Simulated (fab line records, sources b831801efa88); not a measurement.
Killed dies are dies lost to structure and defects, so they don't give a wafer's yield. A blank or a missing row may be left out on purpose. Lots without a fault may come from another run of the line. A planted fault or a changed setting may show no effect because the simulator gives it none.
Which tool did it? | flow gf180mcu | 14 lots, 42 wafers sampled, at 4 steps of a route of 602

WHAT THE GAUGES READ, wafer by wafer
GF_V5_THK_MEAS_03.
lot  | measured     | on            | V5_CVD_02_THK (nm)
L685 | day 26 11:10 | film_metro-04 | 1438 1444 1470
L688 | day 27 04:44 | film_metro-04 | 1411 1446 1435
L690 | day 27 19:43 | film_metro-01 | 1466 1465 1481
L691 | day 28 06:49 | film_metro-01 | 1437 1467 1452
L701 | day 31 10:32 | film_metro-04 | 1452 1452 1471
L702 | day 31 11:52 | film_metro-04 | 1488 1492 1487
L703 | day 31 15:23 | film_metro-04 | 1463 1452 1495
L704 | day 31 21:11 | film_metro-02 | 1411 1431 1472
L705 | day 32 02:40 | film_metro-04 | 1443 1428 1465
L706 | day 32 08:36 | film_metro-02 | 1454 1453 1448
L707 | day 32 12:32 | film_metro-01 | 1453 1445 1461
L708 | day 32 23:46 | film_metro-02 | 1462 1477 1475

GF_V5_THK_MEAS_25: measures by xrf.
lot  | measured     | on            | V5_W_THK (nm)
L685 | day 27 08:59 | film_metro-01 | 348 352 369
L688 | day 28 02:09 | film_metro-04 | 367 366 364
L690 | day 28 16:19 | film_metro-04 | 357 375 359
L691 | day 29 03:43 | film_metro-02 | 363 363 362
L701 | day 32 05:07 | film_metro-04 | 371 372 369
L702 | day 32 06:39 | film_metro-01 | 370 371 368
L703 | day 32 10:13 | film_metro-02 | 366 365 364
L704 | day 32 15:08 | film_metro-02 | 370 364 367
L705 | day 32 20:14 | film_metro-01 | 371 361 364
L706 | day 33 02:52 | film_metro-04 | 368 366 360
L707 | day 33 06:05 | film_metro-02 | 364 361 360
L708 | day 33 16:32 | film_metro-04 | 360 358 357

GF_TOP_METAL_OVL_MEAS_15.
lot  | measured     | on         | TOP_METAL_OVL (nm)
L685 | day 28 05:20 | overlay-02 | -0.1 -0.4 -0.8
L688 | day 28 21:27 | overlay-01 | 2.9 1.5 1.4
L690 | day 29 12:18 | overlay-02 | -2.2 -1.2 -1.3
L691 | day 29 23:23 | overlay-01 | -0.1 -0.3 2.5
L701 | day 32 22:17 | overlay-01 | -0.9 0.9 1.0
L702 | day 32 22:39 | overlay-02 | -1.2 -0.5 -0.2
L703 | day 33 03:00 | overlay-01 | 1.0 1.1 0.2
L704 | day 33 08:02 | overlay-02 | 0.2 0.1 0.2
L705 | day 33 12:44 | overlay-01 | -0.8 1.1 0.1
L706 | day 33 19:50 | overlay-01 | 2.0 1.5 1.2
L707 | day 33 22:23 | overlay-01 | -1.3 1.5 0.9
L708 | day 34 08:05 | overlay-02 | 2.7 1.1 2.5

WHICH TOOL RAN EACH LOT (tool, then ch and the chambers of the sampled wafers, then the start)
lot  | GF_SAB_DEVELOP_08
L685 | litho_track-04 ch 0, day 15 05:15
L688 | litho_track-03 ch 0, day 16 02:58
L690 | litho_track-02 ch 0, day 16 16:54
L691 | litho_track-02 ch 0, day 17 06:46
L695 | litho_track-04 ch 0, day 19 06:01
L696 | litho_track-04 ch 0, day 19 10:30
L701 | litho_track-02 ch 0, day 21 05:45
L702 | litho_track-03 ch 0, day 21 09:35
L703 | litho_track-03 ch 0, day 21 14:43
L704 | litho_track-04 ch 0, day 21 21:51
L705 | litho_track-02 ch 0, day 22 03:43
L706 | litho_track-02 ch 0, day 22 13:07
L707 | litho_track-03 ch 0, day 22 19:41
L708 | litho_track-03 ch 0, day 23 07:14
- GF_SAB_DEVELOP_08: develop time 60 s.

WHAT THE TOOLS THEMSELVES READ (means of the sampled wafers that have a number; where no wafer has one, the mark that the record gives instead)
GF_SAB_DEVELOP_08.
lot  | tool           | chill_plate_temp_C (C)
L685 | litho_track-04 | 23.09
L688 | litho_track-03 | 23.02
L690 | litho_track-02 | 22.94
L691 | litho_track-02 | 22.88
L695 | litho_track-04 | 23.08
L696 | litho_track-04 | 23.13
L701 | litho_track-02 | 22.98
L702 | litho_track-03 | 22.97
L703 | litho_track-03 | 23.13
L704 | litho_track-04 | 22.96
L705 | litho_track-02 | 23.03
L706 | litho_track-02 | 23.08
L707 | litho_track-03 | 23.14
L708 | litho_track-03 | 22.95

THE ANSWER, worked out from the rows above alone
Rule: what is usual is taken from the lots themselves. Put in order of their means at a reading, lots are off if they are a third of the lots or fewer, leave a main group of 4 or more, and stand apart from it by a gap of 3 or more times the standard deviation of the main group's means; of several such gaps the widest counts. A main group whose means are all the same, to the digits that the tables above print for the reading, isn't used. A lot without any number at a reading at which 4 lots or more have one is off too. The other lots that the step has rows for count as sound. The gauges are gone through in route order, then the tools' own readings, and for those a lot's mean is taken as printed above. The first step at which some lot is off is used, and at that step the reading that is off furthest; a lot without a number counts as furthest.
No lot is off at any reading shown: from this, nothing can be told.

WHAT THE SIMULATOR HAD PUT IN
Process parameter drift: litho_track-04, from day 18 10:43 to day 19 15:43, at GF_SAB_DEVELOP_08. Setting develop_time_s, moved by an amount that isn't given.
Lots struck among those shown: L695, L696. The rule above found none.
